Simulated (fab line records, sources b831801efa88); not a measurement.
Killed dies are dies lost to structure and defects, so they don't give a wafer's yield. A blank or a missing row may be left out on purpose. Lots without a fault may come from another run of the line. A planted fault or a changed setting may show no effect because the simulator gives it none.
fab line records | flow sky130
record lots=7 wafers=21 last_day=50
route steps=708 shown VT_ADJUST_PCH@151 SONOS_TUNNEL@154 PAD_OPEN@708
lots that met no fault: from a run of the same line without faults
start_h: hours from the record's first day to the start of the lot's first wafer shown | wait_h: hours since the lot's step before | " the same as in the row above | L1.1+2: a row that stands for several wafers | - no value, or no start given | * or withheld: withheld | < > ~ a bound
route shown NAME@n: a module of which the file shows steps, and the number in the route of the first | usual: mean/standard deviation of fault-free wafers | same: alike in all rows | chamber/n: place in a boat | sites: the reading at each site | _std_site: their standard deviation | _edge_site: outer sites' mean less inner sites' | radius_mm: how far each site lies from the wafer's centre | mask NAME#n: copy n | behind: the tool/chamber that last shaped the wafer | hold: why the lot was held/for how many hours/how that ended | device: the transistor (n, p or np) that didn't switch | end of line: the same wafers' tests at the end of the route | a step without rows: its recipe alone | killed: dies lost to structure and defects at the first sort, not the wafer's yield | map: a wafer's dies, x killed, . not, _ none there
set.NAME: the setting as run; set.NAME@STEP: as run at that earlier step | model.NAME: the simulator's own value behind a step, which no gauge read
lots at some steps of the route; a table a step, a row a wafer
services: from which hour (start_h, from the record's first day; less than 0 if before it) a tool's chamber was out of use, for how many hours, and why
## steps
# step SKY_VT_ADJUST_PCH_IMPLANT_08
# recipe species=B energy_kev=10.16 dose_cm2=5e+11 tilt_deg=withheld
# step SKY_VT_ADJUST_PCH_STRIP_09
# recipe chemistry=O2/N2 power_w=1400 pressure_mtorr=1500 platen_temp_c=withheld o2_flow_sccm=3000 n2_flow_sccm=300 overash_fraction=0.5
# usual drypump_motor_current_A=6.1/0.37 oes_product_au=0.722/0.0043 strip_time_to_endpoint_s=36.95/0.083
# columns lot.wafer tool chamber start_h wait_h drypump_motor_current_A oes_product_au rf_hours_counter_h strip_time_to_endpoint_s
L213.2 plasma_asher-03 1 260.42 0.1 6.4 0.722 56 36.95
L213.4 " 1 " " 6.4 0.723 - 37.09
L213.5 " 1 " " 6.4 0.720 - 36.98
L214.2 plasma_asher-03 1 276.65 0.1 6.4 0.720 58 37.00
L214.4 " 1 " " 6.4 0.730 - 37.01
L214.6 " 1 " " 6.4 0.720 - 36.96
L222.2 plasma_asher-03 1 326.29 0.1 6.5 0.719 63 36.89
L222.5 " 1 " " 6.5 0.720 - 37.12
L222.6 " 0 " " 5.7 0.717 - 37.04
L223.1 plasma_asher-03 0 332.11 0.1 5.7 0.722 64 36.92
L223.2 " 1 " " 6.4 0.727 64 37.04
L223.3 " 0 " " 5.7 0.722 - 36.97
L224.3 plasma_asher-03 1 343.69 0.1 6.4 0.727 - 36.96
L224.5 " 0 " " 5.7 0.721 - 36.81
L224.6 " 1 " " 6.4 0.721 - 36.87
L229.2 plasma_asher-04 1 377.31 0.1 5.8 0.725 56 36.97
L229.3 " 1 " " 5.8 0.724 - 37.01
L229.6 " 1 " " 5.8 0.723 - 36.94
L232.1 plasma_asher-01 1 402.92 0.1 6.4 0.724 72 36.86
L232.2 " 0 " " 6.7 0.726 72 36.90
L232.3 " 0 " " 6.7 0.725 - 36.86
# step SKY_VT_ADJUST_PCH_TW_MEAS_10
# usual VT_ADJUST_PCH_TW=144.1/0.98
# columns lot.wafer tool chamber start_h wait_h VT_ADJUST_PCH_TW
L213.2 film_metro-04 - 260.53 0.1 145.2
L213.4 " - " " 145.3
L213.5 " - " " 145.1
L214.2 film_metro-04 - 276.76 0.1 144.2
L214.4 " - " " 144.1
L214.6 " - " " 143.2
L222.2 film_metro-01 - 326.40 0.1 143.4
L222.5 " - " " 143.0
L222.6 " - " " 143.0
L223.1 film_metro-02 - 332.21 0.1 144.8
L223.2 " - " " 145.0
L223.3 " - " " 145.6
L224.3 film_metro-04 - 343.78 0.1 144.8
L224.5 " - " " 145.0
L224.6 " - " " 144.9
L229.2 film_metro-01 - 377.42 0.1 143.0
L229.3 " - " " 143.2
L229.6 " - " " 143.4
L232.1 film_metro-01 - 403.02 0.1 144.0
L232.2 " - " " 143.0
L232.3 " - " " 142.8
# step SKY_SONOS_TUNNEL_DEHYDRATE_00
# recipe temp_c=200 time_s=60
# step SKY_SONOS_TUNNEL_HMDS_01
# recipe prime_time_s=60 prime_temp_c=120
# step SKY_SONOS_TUNNEL_COAT_02
# recipe resist=NOVOLAK spin_rpm=3000 resist_thk_nm=1140
# step SKY_SONOS_TUNNEL_SOFTBAKE_03
# recipe temp_c=90 time_s=60 resist=NOVOLAK
# step SKY_SONOS_TUNNEL_EXPOSE_04
# recipe mask_id=TUNM na=0.6 source_shape=conventional sigma_outer=0.6 polarization=unpolarized target_cd_nm=410 dose_mj=136
# step SKY_SONOS_TUNNEL_PEB_05
# recipe temp_c=withheld time_s=* resist=NOVOLAK
# step SKY_SONOS_TUNNEL_DEVELOP_06
# recipe resist=NOVOLAK developer=TMAH develop_time_s=60 dev_temp_c=23
# step SKY_SONOS_TUNNEL_CD_MEAS_07
# recipe target_cd_nm=410
# usual cd_nm=410.0/2.3
# columns lot.wafer tool chamber start_h wait_h cd_nm
L213.2 cd_sem-02 - 284.89 0.1 413.2
L213.4 " - " " 413.3
L213.5 " - " " 410.2
L214.2 cd_sem-02 - 301.12 0.1 409.4
L214.4 " - " " 409.6
L214.6 " - " " 410.0
L222.2 cd_sem-01 - 353.37 0.1 410.6
L222.5 " - " " 408.8
L222.6 " - " " 410.8
L223.1 cd_sem-02 - 358.49 0.1 407.8
L223.2 " - " " 409.0
L223.3 " - " " 409.0
L224.3 cd_sem-02 - 370.39 0.1 412.9
L224.5 " - " " 413.6
L224.6 " - " " 411.8
L229.2 cd_sem-02 - 406.34 0.1 408.7
L229.3 " - " " 411.0
L229.6 " - " " 411.0
L232.1 cd_sem-01 - 433.19 0.1 407.4
L232.2 " - " " 412.0
L232.3 " - " " 410.2
# step SKY_SONOS_TUNNEL_OVL_MEAS_08
# usual SONOS_TUNNEL_OVL=0.5/1.3
# columns lot.wafer tool chamber start_h wait_h SONOS_TUNNEL_OVL[nm]
L213.2 overlay-01 - 285.00 0.1 0.7
L213.4 " - " " -1.5
L213.5 " - " " -0.1
L214.2 overlay-02 - 301.23 0.1 1.4
L214.4 " - " " 0.4
L214.6 " - " " 0.2
L222.2 overlay-01 - 353.48 0.1 0.1
L222.5 " - " " 2.7
L222.6 " - " " 0.2
L223.1 overlay-01 - 358.61 0.1 -0.9
L223.2 " - " " 1.7
L223.3 " - " " 1.6
L224.3 overlay-01 - 370.48 0.1 0.6
L224.5 " - " " 0.9
L224.6 " - " " 0.6
L229.2 overlay-02 - 406.45 0.1 -0.7
L229.3 " - " " -1.0
L229.6 " - " " 1.5
L232.1 overlay-02 - 433.31 0.1 -1.0
L232.2 " - " " 0.9
L232.3 " - " " -1.2
# step SKY_SONOS_TUNNEL_IMPLANT_09
# recipe species=B energy_kev=20 dose_cm2=1e+12 tilt_deg=withheld
# usual beam_energy_keV=19.999/0.0065 beam_on_s=10.02/0.2 end_station_pressure_torr=5e-06/2.4e-07 faraday_current_uA=5.63/0.11
# columns lot.wafer tool chamber start_h wait_h beam_energy_keV beam_on_s end_station_pressure_torr faraday_current_uA
L213.2 implanter-01 0 285.05 0.0 20.003 9.80 4.84e-06 5.78
L213.4 " 0 " " 19.997 10.01 4.72e-06 5.65
L213.5 " 0 " " 19.994 9.93 5.03e-06 5.66
L214.2 implanter-03 0 301.28 0.0 19.991 10.00 5.25e-06 5.64
L214.4 " 0 " " 20.001 10.16 5.02e-06 5.52
L214.6 " 0 " " 19.995 10.10 5.12e-06 5.60
L222.2 implanter-01 0 353.53 0.0 19.994 8.40 5.06e-06 6.73
L222.5 " 0 " " 20.002 8.18 5.22e-06 6.88
L222.6 " 0 " " 20.005 8.52 4.53e-06 6.62
L223.1 implanter-01 0 358.64 0.0 20.000 8.83 4.88e-06 6.38
L223.2 " 0 " " 20.007 8.53 5.08e-06 6.63
L223.3 " 0 " " 20.014 8.36 5.29e-06 6.73
L224.3 implanter-01 0 370.56 0.1 20.004 8.55 4.95e-06 6.58
L224.5 " 0 " " 20.000 8.49 4.82e-06 6.67
L224.6 " 0 " " 19.995 8.44 5.18e-06 6.72
L229.2 implanter-03 0 406.50 0.0 20.008 10.15 5.38e-06 5.58
L229.3 " 0 " " 20.003 10.18 4.45e-06 5.55
L229.6 " 0 " " 20.006 10.10 4.95e-06 5.58
L232.1 implanter-01 0 433.34 0.0 19.997 10.19 4.96e-06 5.50
L232.2 " 0 " " 20.002 10.12 4.54e-06 5.57
L232.3 " 0 " " 19.999 9.93 5.14e-06 5.67
# step SKY_SONOS_TUNNEL_WET_ETCH_10
# recipe chemistry=dHF target_depth_nm=14 target=SiO2 dilution=100:1 temp_c=25 time_s=280
# step SKY_SONOS_TUNNEL_STRIP_11
# recipe chemistry=SPM time_s=600 temp_c=130
# step SKY_SONOS_TUNNEL_TW_MEAS_12
# usual SONOS_TUNNEL_TW=199.0/1.2
# columns lot.wafer tool chamber start_h wait_h SONOS_TUNNEL_TW
L213.2 film_metro-04 - 285.46 0.0 198.6
L213.4 " - " " 197.9
L213.5 " - " " 199.1
L214.2 film_metro-02 - 301.68 0.0 200.1
L214.4 " - " " 198.6
L214.6 " - " " 199.4
L222.2 film_metro-02 - 353.95 0.0 190.6
L222.5 " - " " 190.7
L222.6 " - " " 191.0
L223.1 film_metro-02 - 359.07 0.0 190.0
L223.2 " - " " 190.8
L223.3 " - " " 189.8
L224.3 film_metro-03 - 370.95 0.0 188.6
L224.5 " - " " 188.1
L224.6 " - " " 188.1
L229.2 film_metro-03 - 406.90 0.0 194.0
L229.3 " - " " 196.1
L229.6 " - " " 195.6
L232.1 film_metro-03 - 433.79 0.0 197.3
L232.2 " - " " 197.6
L232.3 " - " " 196.6
# step SKY_SONOS_TUNNEL_CLEAN_13
# recipe chemistry=dHF time_s=20 dilution=100:1 dry=ipa_marangoni
# step SKY_PAD_OPEN_PROBE_99
# usual killed_at_M0_to_M3=44/6.8 killed_at_M4_up=2.9/1.7 killed_at_contacts=24/5.2 killed_at_front_end=15/4 killed_at_other=0.2/0.44 killed_dies=86/9.9 killed_open=47/7.9 killed_short=39/6.3
# same gross_dies=492 killed_at_back_side=0
# columns lot.wafer tool chamber start_h wait_h killed_at_M0_to_M3 killed_at_M4_up killed_at_contacts killed_at_front_end killed_at_other killed_dies killed_open killed_short model.etest.sonos_uncharged.vt_v
L213.2 prober-01 - 1107.07 0.1 36 4 21 14 0 75 52 23 -0.4154
L213.4 prober-01 - 1107.17 0.2 44 1 31 17 0 93 59 32 -0.4657
L213.5 prober-01 - 1107.22 0.2 40 2 23 15 1 81 45 36 -0.4901
L214.2 prober-02 - 1118.83 0.1 49 2 27 16 1 95 51 44 -0.4263
L214.4 prober-02 - 1118.93 0.2 49 2 29 14 0 94 57 37 -0.396
L214.6 prober-02 - 1119.03 0.2 45 1 31 11 0 88 53 35 -0.4354
L222.2 prober-01 - 1155.51 0.1 50 1 15 13 0 79 44 35 -0.4794
L222.5 prober-01 - 1155.66 0.2 39 2 28 10 0 79 50 29 -0.4501
L222.6 prober-01 - 1155.71 0.2 32 4 27 12 1 76 38 37 -0.4344
L223.1 prober-01 - 1159.76 0.1 45 3 18 11 0 77 35 42 -0.448
L223.2 prober-01 - 1159.81 0.1 36 4 21 14 0 75 45 30 -0.4701
L223.3 prober-01 - 1159.86 0.2 38 1 25 14 0 78 46 32 -0.4903
L224.3 prober-02 - 1167.15 0.2 50 0 24 16 0 90 49 40 -0.4558
L224.5 prober-02 - 1167.25 0.2 43 0 20 16 0 79 45 34 -0.4568
L224.6 prober-02 - 1167.30 0.2 49 2 25 9 0 85 46 39 -0.5086
L229.2 prober-01 - 1190.35 0.1 51 1 19 20 0 91 50 41 -0.4252
L229.3 prober-01 - 1190.40 0.2 41 3 22 15 0 81 43 38 -0.4242
L229.6 prober-01 - 1190.55 0.2 46 2 25 22 1 96 49 47 -0.3856
L232.1 prober-02 - 1202.69 0.1 50 5 27 18 1 101 59 42 -0.4647
L232.2 prober-02 - 1202.74 0.1 43 3 20 17 0 83 52 31 -0.3974
L232.3 prober-02 - 1202.79 0.2 43 2 26 17 0 88 56 32 -0.4388
# killed by level:class
L213.2 VIA1:geometric_particle:open=10 VIA3:geometric_particle:open=10 LI_CONTACT:geometric_particle:open=7 FIELD_ISO:geometric_particle:open=6 CONTACT:geometric_particle:open=6 VIA2:geometric_particle:open=5 LI_CONTACT:geometric_particle:short=3 CONTACT:geometric_particle:short=3
L213.4 VIA1:geometric_particle:open=12 CONTACT:geometric_particle:open=10 LI_CONTACT:geometric_particle:open=9 VIA3:geometric_particle:open=8 FIELD_ISO:geometric_particle:open=7 METAL1:geometric_particle:short=7 CONTACT:geometric_particle:short=5 FIELD_ISO:geometric_particle:short=4
L213.5 CONTACT:geometric_particle:open=11 VIA1:geometric_particle:open=10 VIA1:geometric_particle:short=6 LI_CONTACT:geometric_particle:open=6 VIA2:geometric_particle:open=6 METAL1:geometric_particle:short=5 METAL2:geometric_particle:short=4 FIELD_ISO:geometric_particle:short=3
L214.2 LI_CONTACT:geometric_particle:open=10 METAL2:geometric_particle:short=10 VIA3:geometric_particle:open=8 VIA2:geometric_particle:open=7 VIA1:geometric_particle:open=7 CONTACT:geometric_particle:open=6 FIELD_ISO:geometric_particle:open=5 METAL3:geometric_particle:short=5
L214.4 VIA1:geometric_particle:open=15 FIELD_ISO:geometric_particle:open=8 LI_CONTACT:geometric_particle:open=8 LOCAL_INTERCONNECT:geometric_particle:short=7 CONTACT:geometric_particle:open=7 VIA2:geometric_particle:open=7 FIELD_ISO:geometric_particle:short=5 METAL1:geometric_particle:short=5
L214.6 VIA1:geometric_particle:open=15 CONTACT:geometric_particle:open=13 LI_CONTACT:geometric_particle:open=7 LOCAL_INTERCONNECT:geometric_particle:short=6 METAL2:geometric_particle:short=6 VIA1:geometric_particle:short=5 VIA3:geometric_particle:open=4 FIELD_ISO:geometric_particle:open=3
L222.2 METAL1:geometric_particle:short=12 VIA1:geometric_particle:open=11 CONTACT:geometric_particle:open=7 VIA3:geometric_particle:open=5 VIA2:geometric_particle:open=5 LI_CONTACT:geometric_particle:open=5 VIA3:geometric_particle:short=5 VIA1:geometric_particle:short=4
L222.5 CONTACT:geometric_particle:open=12 VIA1:geometric_particle:open=10 LI_CONTACT:geometric_particle:open=8 METAL1:geometric_particle:short=8 VIA2:geometric_particle:open=7 CONTACT:geometric_particle:short=6 VIA3:geometric_particle:open=4 VIA1:geometric_particle:short=3
L222.6 CONTACT:geometric_particle:open=12 CONTACT:geometric_particle:short=7 VIA1:geometric_particle:open=6 FIELD_ISO:geometric_particle:short=5 METAL1:geometric_particle:short=5 VIA3:geometric_particle:open=5 FIELD_ISO:geometric_particle:open=4 LI_CONTACT:geometric_particle:open=3
L223.1 VIA2:geometric_particle:open=8 CONTACT:geometric_particle:open=6 VIA1:geometric_particle:short=6 VIA1:geometric_particle:open=6 METAL3:geometric_particle:short=6 VIA3:geometric_particle:open=6 LI_CONTACT:geometric_particle:short=5 FIELD_ISO:geometric_particle:short=5
L223.2 CONTACT:geometric_particle:open=10 VIA2:geometric_particle:open=7 VIA3:geometric_particle:open=7 VIA1:geometric_particle:open=6 LI_CONTACT:geometric_particle:open=5 VIA3:geometric_particle:short=5 POLY_GATE:geometric_particle:short=4 CONTACT:geometric_particle:short=4
L223.3 LI_CONTACT:geometric_particle:open=12 CONTACT:geometric_particle:open=8 VIA3:geometric_particle:open=8 POLY_GATE:geometric_particle:short=5 VIA2:geometric_particle:short=5 VIA1:geometric_particle:open=5 VIA2:geometric_particle:open=5 LI_CONTACT:geometric_particle:short=4
L224.3 VIA1:geometric_particle:open=13 LI_CONTACT:geometric_particle:open=10 CONTACT:geometric_particle:open=7 METAL1:geometric_particle:short=7 METAL2:geometric_particle:short=6 VIA2:geometric_particle:short=5 VIA2:geometric_particle:open=5 POLY_GATE:geometric_particle:open=4
L224.5 POLY_GATE:geometric_particle:open=7 VIA1:geometric_particle:open=7 METAL1:geometric_particle:short=6 VIA2:geometric_particle:open=6 VIA1:geometric_particle:short=5 LOCAL_INTERCONNECT:geometric_particle:open=4 VIA3:geometric_particle:open=4 CONTACT:geometric_particle:open=4
L224.6 CONTACT:geometric_particle:open=11 VIA1:geometric_particle:open=9 METAL1:geometric_particle:short=7 VIA2:geometric_particle:short=7 POLY_GATE:geometric_particle:open=6 METAL2:geometric_particle:short=6 LI_CONTACT:geometric_particle:open=5 VIA3:geometric_particle:open=5
L229.2 VIA1:geometric_particle:open=13 FIELD_ISO:geometric_particle:open=8 VIA2:geometric_particle:open=8 LI_CONTACT:geometric_particle:open=7 VIA3:geometric_particle:short=7 CONTACT:geometric_particle:open=7 POLY_GATE:geometric_particle:short=6 VIA1:geometric_particle:short=5
L229.3 VIA3:geometric_particle:open=10 LI_CONTACT:geometric_particle:open=8 VIA3:geometric_particle:short=7 VIA1:geometric_particle:open=6 POLY_GATE:geometric_particle:short=5 POLY_GATE:geometric_particle:open=5 CONTACT:geometric_particle:open=5 VIA1:geometric_particle:short=5
L229.6 CONTACT:geometric_particle:open=10 VIA3:geometric_particle:open=9 POLY_GATE:geometric_particle:open=7 VIA2:geometric_particle:short=7 FIELD_ISO:geometric_particle:short=6 METAL1:geometric_particle:short=6 VIA1:geometric_particle:open=6 VIA2:geometric_particle:open=6
L232.1 VIA1:geometric_particle:open=14 CONTACT:geometric_particle:open=11 LI_CONTACT:geometric_particle:open=8 FIELD_ISO:geometric_particle:open=6 VIA3:geometric_particle:open=6 VIA3:geometric_particle:short=5 VIA1:geometric_particle:short=5 VIA2:geometric_particle:open=5
L232.2 VIA1:geometric_particle:open=11 CONTACT:geometric_particle:open=7 VIA1:geometric_particle:short=7 METAL1:geometric_particle:open=6 VIA2:geometric_particle:open=6 FIELD_ISO:geometric_particle:open=4 LI_CONTACT:geometric_particle:open=4 CONTACT:geometric_particle:short=4
L232.3 VIA1:geometric_particle:open=11 CONTACT:geometric_particle:open=9 VIA3:geometric_particle:open=8 POLY_GATE:geometric_particle:open=7 LOCAL_INTERCONNECT:geometric_particle:short=7 LI_CONTACT:geometric_particle:open=5 METAL1:geometric_particle:short=5 VIA2:geometric_particle:open=4
## services
# columns tool chamber start_h hours kind
implanter-03 - 263.88 5.2 repair
implanter-03 - 280.66 4.7 repair
plasma_asher-04 - 347.86 14.6 pm
plasma_asher-01 - 358.23 0.8 repair
plasma_asher-01 - 368.64 2.8 pm
implanter-03 - 378.43 1.5 repair
plasma_asher-04 - 378.97 2.8 pm
implanter-01 - 409.86 3.3 repair
plasma_asher-03 - 416.80 2.8 pm
plasma_asher-01 - 421.33 9.0 pm
plasma_asher-01 0 421.33 9.0 vent_cycle
plasma_asher-01 1 421.33 9.0 vent_cycle
plasma_asher-01 0 430.33 - clean
plasma_asher-01 1 430.33 - clean
## key
first_sign step=SKY_SONOS_TUNNEL_IMPLANT_09 reading=faraday_current_uA direction=up sigmas=9.1 usual=5.63 struck=6.66
effect step=SKY_SONOS_TUNNEL_IMPLANT_09 reading=beam_on_s direction=down sigmas=7.5 usual=10.02 struck=8.48
effect step=SKY_SONOS_TUNNEL_TW_MEAS_12 reading=SONOS_TUNNEL_TW direction=down sigmas=7.6 usual=199.0 struck=189.7
model_effect step=SKY_PAD_OPEN_PROBE_99 value=etest.sonos_uncharged.vt_v without=-0.4264 struck=-0.4659
met_at SKY_SONOS_TUNNEL_IMPLANT_09
struck_wafers L222.2,L222.5,L222.6,L223.1,L223.2,L223.3,L224.3,L224.5,L224.6
tester_left_out L222,L223,L224
onset_between 285.05 353.53
fault kind=process_parameter_drift tool=implanter-01 chamber=- onset_h=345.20 steps=SKY_SONOS_TUNNEL_IMPLANT_09 channel=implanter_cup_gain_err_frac offset=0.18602 shape=step end_h=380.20
# tester_left_out: of these lots the tester's yield and bins aren't shown, on N5 and GAA mostly nor the transistor test; their killed dies are dies lost to structure and defects alone, not to doping, threshold or leakage, so they don't give the yield
